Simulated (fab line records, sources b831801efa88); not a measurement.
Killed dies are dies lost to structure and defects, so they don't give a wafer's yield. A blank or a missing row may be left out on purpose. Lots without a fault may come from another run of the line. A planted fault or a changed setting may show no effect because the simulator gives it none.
fab line records | flow sky130 | part 2 of 2: steps 30 to 39 of 39
record lots=5 wafers=15 last_day=50
route steps=708 shown RES_XHIGH@338 SD_N@342 SD_P@359 SALICIDE@361 LI_CONTACT@362
lots that met no fault: from a run of the same line without faults
start_h: hours from the record's first day to the start of the lot's first wafer shown | wait_h: hours since the lot's step before | " the same as in the row above | L1.1+2: a row that stands for several wafers | - no value, or no start given | * or withheld: withheld | < > ~ a bound
route shown NAME@n: a module of which the file shows steps, and the number in the route of the first | usual: mean/standard deviation of fault-free wafers | same: alike in all rows | chamber/n: place in a boat | sites: the reading at each site | _std_site: their standard deviation | _edge_site: outer sites' mean less inner sites' | radius_mm: how far each site lies from the wafer's centre | mask NAME#n: copy n | behind: the tool/chamber that last shaped the wafer | hold: why the lot was held/for how many hours/how that ended | device: the transistor (n, p or np) that didn't switch | end of line: the same wafers' tests at the end of the route | a step without rows: its recipe alone | killed: dies lost to structure and defects at the first sort, not the wafer's yield | map: a wafer's dies, x killed, . not, _ none there
set.NAME: the setting as run; set.NAME@STEP: as run at that earlier step | model.NAME: the simulator's own value behind a step, which no gauge read
lots at some steps of the route; a table a step, a row a wafer
services: from which hour (start_h, from the record's first day; less than 0 if before it) a tool's chamber was out of use, for how many hours, and why
## steps
# step SKY_LI_CONTACT_COAT_06
# recipe resist=BARC temp_c=withheld time_s=withheld spin_rpm=3000 resist_thk_nm=60
# columns lot.wafer tool chamber start_h wait_h
L082.3+5+6 litho_track-01 0 742.25 0.1
L091.3+5+6 litho_track-03 0 816.96 0.1
L093.2+3+4 litho_track-03 0 818.63 0.1
L094.3+4+5 litho_track-03 0 829.31 0.1
L095.3+5+6 litho_track-02 0 843.49 0.1
# step SKY_LI_CONTACT_COAT_07
# recipe resist=KrF-thick spin_rpm=3000 resist_thk_nm=450
# columns lot.wafer tool chamber start_h wait_h
L082.3+5+6 litho_track-01 0 - -
L091.3+5+6 litho_track-03 0 - -
L093.2+3+4 litho_track-03 0 - -
L094.3+4+5 litho_track-03 0 - -
L095.3+5+6 litho_track-02 0 - -
# step SKY_LI_CONTACT_SOFTBAKE_08
# recipe temp_c=100 time_s=90 resist=KrF-thick
# columns lot.wafer tool chamber start_h wait_h
L082.3+5+6 litho_track-01 0 - -
L091.3+5+6 litho_track-03 0 - -
L093.2+3+4 litho_track-03 0 - -
L094.3+4+5 litho_track-03 0 - -
L095.3+5+6 litho_track-02 0 - -
# step SKY_LI_CONTACT_EXPOSE_09
# recipe mask_id=LICM1 na=0.8 source_shape=annular sigma_inner=0.55 sigma_outer=0.85 target_cd_nm=170 dose_mj=38
# usual exposure_dose_mJ_cm2=37.76/0.035 focus_offset_nm=-0.1/0.5 stage_vel_mm_s=500.01/0.24
# columns lot.wafer tool chamber start_h wait_h mask exposure_dose_mJ_cm2 focus_offset_nm stage_vel_mm_s
L082.3 krf_scanner-02 0 - - LICM1#0 37.76 -1.6 500.33
L082.5 " 0 " " LICM1#0 37.72 0.2 500.27
L082.6 " 0 " " LICM1#0 37.75 0.1 500.24
L091.3 krf_scanner-01 0 - - LICM1#0 37.76 -0.3 500.15
L091.5 " 0 " " LICM1#0 37.73 -0.3 499.63
L091.6 " 0 " " LICM1#0 37.73 -0.3 499.82
L093.2 krf_scanner-02 0 - - LICM1#0 37.73 0.1 500.06
L093.3 " 0 " " LICM1#0 37.74 0.6 499.99
L093.4 " 0 " " LICM1#0 37.78 -0.2 500.27
L094.3 krf_scanner-02 0 - - LICM1#0 37.78 0.0 499.75
L094.4 " 0 " " LICM1#0 37.80 -0.3 499.97
L094.5 " 0 " " LICM1#0 37.77 -0.5 499.60
L095.3 krf_scanner-02 0 - - LICM1#0 37.80 0.2 500.41
L095.5 " 0 " " LICM1#0 37.78 0.6 499.98
L095.6 " 0 " " LICM1#0 37.80 -0.1 499.95
# step SKY_LI_CONTACT_PEB_10
# recipe peb_temp_c=withheld peb_time_s=withheld resist=KrF-thick
# columns lot.wafer tool chamber start_h wait_h
L082.3+5+6 litho_track-03 0 - -
L091.3+5+6 litho_track-03 0 - -
L093.2+3+4 litho_track-02 0 - -
L094.3+4+5 litho_track-01 0 - -
L095.3+5+6 litho_track-03 0 - -
# step SKY_LI_CONTACT_DEVELOP_11
# recipe develop_time_s=62.49 resist=KrF-thick dev_temp_c=21
# columns lot.wafer tool chamber start_h wait_h
L082.3+5+6 litho_track-03 0 - -
L091.3+5+6 litho_track-03 0 - -
L093.2+3+4 litho_track-02 0 - -
L094.3+4+5 litho_track-01 0 - -
L095.3+5+6 litho_track-03 0 - -
# step SKY_LI_CONTACT_CD_MEAS_12
# recipe target_cd_nm=170
# usual cd_nm=170.0/1.4
# columns lot.wafer tool chamber start_h wait_h cd_nm
L082.3 cd_sem-02 - 756.95 - 168.3
L082.5 " - " " 169.3
L082.6 " - " " 168.7
L091.3 cd_sem-01 - 830.95 - 170.3
L091.5 " - " " 169.5
L091.6 " - " " 170.3
L093.2 cd_sem-02 - 832.06 - 173.3
L093.3 " - " " 172.5
L093.4 " - " " 172.3
L094.3 cd_sem-01 - 842.89 - 170.4
L094.4 " - " " 170.7
L094.5 " - " " 170.0
L095.3 cd_sem-01 - 856.90 - 170.2
L095.5 " - " " 169.8
L095.6 " - " " 168.9
# step SKY_LI_CONTACT_OVL_MEAS_13
# usual LI_CONTACT_OVL=2/4.8
# columns lot.wafer tool chamber start_h wait_h LI_CONTACT_OVL[nm]
L082.3 overlay-02 - 757.04 0.1 2
L082.5 " - " " -7
L082.6 " - " " 5
L091.3 overlay-01 - 831.04 0.1 3
L091.5 " - " " 5
L091.6 " - " " 6
L093.2 overlay-01 - 832.17 0.1 -1
L093.3 " - " " 12
L093.4 " - " " 3
L094.3 overlay-02 - 842.98 0.1 0
L094.4 " - " " -2
L094.5 " - " " -1
L095.3 overlay-01 - 856.99 0.1 0
L095.5 " - " " 5
L095.6 " - " " 4
# step SKY_LI_CONTACT_ETCH_14
# recipe chemistry=N2/H2 target=BARC ion_energy_ev=200 source_w=500 bias_w=100 pressure_mtorr=30 n2_flow_sccm=100 h2_flow_sccm=200 stop_on=SiO2 time_s=45.9 target_depth_a=600
# usual bias_w=100.01/0.29 drypump_motor_current_A=5.7/0.44 oes_product_au=0.854/0.0047 throttle_valve_pct=13.224/0.009
# columns lot.wafer tool chamber start_h wait_h bias_w drypump_motor_current_A oes_product_au rf_hours_counter_h throttle_valve_pct
L082.3 rie_diel-04 2 757.06 0.0 100.06 6.4 0.854 33 13.230
L082.5 " 3 " " 100.12 6.0 0.845 - 13.218
L082.6 " 2 " " 100.20 6.4 0.858 - 13.235
L091.3 rie_diel-03 3 831.06 0.0 100.31 5.0 0.853 9 13.219
L091.5 " 0 " " 99.51 6.1 0.853 - 13.210
L091.6 " 2 " " 100.49 6.2 0.853 - 13.227
L093.2 rie_diel-04 3 832.20 0.0 100.66 6.0 0.847 15 13.214
L093.3 " 1 " " 99.86 6.3 0.856 6 13.216
L093.4 " 0 " " 100.58 4.8 0.850 7 13.223
L094.3 rie_diel-03 0 843.01 0.0 99.87 6.1 0.854 12 13.237
L094.4 " 2 " " 100.08 6.2 0.846 8 13.222
L094.5 " 2 " " 100.07 6.3 0.847 - 13.230
L095.3 rie_diel-01 3 857.01 0.0 99.96 5.5 0.861 17 13.234
L095.5 " 3 " " 100.13 5.5 0.862 - 13.220
L095.6 " 2 " " 99.60 5.4 0.853 - 13.229
# step SKY_LI_CONTACT_ETCH_15
# recipe target=PSG chemistry=C4F8/O2/Ar stop_on=Si taper_deg=4.15 mask_material=KrF-thick source_w=1500 bias_w=1200 pressure_mtorr=40 c4f8_flow_sccm=withheld O2_flow_sccm=6 Ar_flow_sccm=300 time_s=withheld target_depth_a=6000
# usual bias_w=1201/3.3 oes_product_au=0.837/0.0049
# columns lot.wafer tool chamber start_h wait_h bias_w oes_product_au
L082.3 rie_diel-04 2 757.11 0.0 1202 0.844
L082.5 " 3 " " 1199 0.833
L082.6 " 2 " " 1198 0.828
L091.3 rie_diel-03 3 831.11 0.0 1198 0.831
L091.5 " 0 " " 1196 0.836
L091.6 " 2 " " 1197 0.838
L093.2 rie_diel-04 3 832.24 0.0 1191 0.840
L093.3 " 1 " " 1204 0.835
L093.4 " 0 " " 1202 0.839
L094.3 rie_diel-03 0 843.05 0.0 1206 0.836
L094.4 " 2 " " 1203 0.829
L094.5 " 2 " " 1199 0.837
L095.3 rie_diel-01 3 857.06 0.0 1201 0.845
L095.5 " 3 " " 1204 0.840
L095.6 " 2 " " 1203 0.841
## services
# columns tool chamber start_h hours kind
rtp_anneal-02 - 683.09 7.4 pm
rie_diel-04 0 693.65 3.2 repair
rie_diel-03 3 694.13 11.8 repair
rie_diel-04 3 701.41 14.0 repair
implanter-02 - 702.86 1.4 repair
rie_diel-04 2 705.06 4.3 repair
iline_stepper-02 - 705.43 6.5 repair
implanter-02 - 705.64 1.4 repair
plasma_asher-02 - 707.43 2.2 repair
implanter-04 - 720.11 2.3 repair
krf_scanner-02 - 720.67 3.6 pm
implanter-03 - 725.96 2.6 repair
iline_stepper-02 - 742.29 1.7 pm
krf_scanner-02 - 776.64 0.8 pm
rie_diel-03 1 776.92 6.4 repair
krf_scanner-02 - 784.45 1.0 pm
krf_scanner-02 - 785.45 1.3 pm
implanter-02 - 788.98 1.9 repair
rie_diel-03 0 796.21 4.7 repair
rtp_anneal-02 - 809.94 2.2 pm
implanter-02 - 813.23 0.8 repair
rie_diel-03 1 814.35 20.0 repair
rie_diel-03 0 815.58 2.5 repair
implanter-02 - 841.40 5.5 pm
